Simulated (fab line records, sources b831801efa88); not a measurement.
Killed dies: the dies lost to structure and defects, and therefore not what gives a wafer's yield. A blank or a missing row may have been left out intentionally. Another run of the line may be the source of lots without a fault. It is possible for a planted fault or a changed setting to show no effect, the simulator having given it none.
Problem report in the 8D (eight disciplines) form, filled by code + flow sky130 + the parts of the form that need people (team, actions taken, sign-off) are left out

1. THE ISSUE
At SKY_POLY_GATE_ETCH_17, runLengthS averages 119.9 s over 2 wafers from 2 lots, while fault-free wafers read 98.8 s, standard deviation 0.5. That puts it +42 standard deviations away from the usual mean.
The step: etches poly-Si in HBr/Cl2, stops on SiO2, target depth 180 nm, time 70.5 s.
The first sign was on wafer L823.6 at day 24 02:06, on rieSi-01. The record has a number at this step for 36 wafers belonging to 12 lots. Rule for "out", or "out of limits": more than 4 standard deviations from the usual mean. The other wafers with a number count as sound.

2. WHAT IT IS, WHAT IT ISN'T
| question                    | is                       | is not                                                                   |
|-----------------------------|--------------------------|--------------------------------------------------------------------------|
| which readings at this step | runLengthS, oesProductAu | chamberPressureMTorr, drypumpMotorCurrentA, mfcCl2Sccm, throttleValvePct |
| which lots                  | L823, L825               | L805, L806, L809, L810, L811, L812, L816, L817, L821, L822               |
| which wafers of those lots  | L823.6, L825.6           | L823.4, L823.5, L825.1, L825.5                                           |
| read on which tools         | rieSi-01                 | rieSi-02                                                                 |
| when                        | from day 24 02:06        | up to then (32 sound wafers); but 2 sound wafers of L825 came after      |

3. THE SUSPECTS, EACH WITH WHAT RULES IT OUT
Counting: any tool at a process step up to the reading remains a suspect provided it ran every lot that is out. Sound lots after the first of them don't rule it out here, since some wafers of a struck lot are sound.
- rieSi-01 at SKY_POLY_GATE_ETCH_17 (etches poly-Si in HBr/Cl2, stops on SiO2, target depth 180 nm, time 70.5 s): kept. Every lot that is out went through it, the first being L823 (day 24 02:06); the last sound lot it ran before that was L821 (day 23 08:27). Its own oesProductAu, runLengthS readings are out on those wafers.
Left after counting: rieSi-01 at SKY_POLY_GATE_ETCH_17.

4. THE CAUSE (what the simulator had put in)
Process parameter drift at SKY_POLY_GATE_ETCH_17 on rieSi-01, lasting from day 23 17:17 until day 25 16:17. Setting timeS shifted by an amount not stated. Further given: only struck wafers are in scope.
This tool alone remained once counting was done.

5. THE CHAIN OF EFFECTS, in route order
One row per reading whose mean, taken over the struck wafers that have a number, lies over 3 standard deviations from the usual. Only readings whose record carries a usual standard deviation are examined. hours: median over the lots of the time between each lot's start at the first step of this table that gives one and its start at this step. sigmas: the change, counted in usual standard deviations.
| hours | step                   | reading              | usual      | on struck wafers | change | sigmas |
|-------|------------------------|----------------------|------------|------------------|--------|--------|
| 0     | SKY_POLY_GATE_ETCH_17  | oesProductAu         | 0.990 a.u. | 0.831            | -0.159 | -20    |
| 0     | SKY_POLY_GATE_ETCH_17  | runLengthS           | 98.8 s     | 119.9            | +21.1  | +42    |
| 0     | SKY_POLY_GATE_STRIP_18 | stripTimeToEndpointS | 3.14 s     | 2.85             | -0.29  | -6.5   |
Here are the process steps it includes:
- SKY_POLY_GATE_ETCH_17: etches poly-Si in HBr/Cl2, stops on SiO2, target depth 180 nm, time 70.5 s.
- SKY_POLY_GATE_STRIP_18: strips in O2/N2.

6. HOW IT WOULD HAVE BEEN CAUGHT EARLIER
9 hours passed between the start of the fault at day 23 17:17 and the first reading out of limits in this record, taken at day 24 02:06.
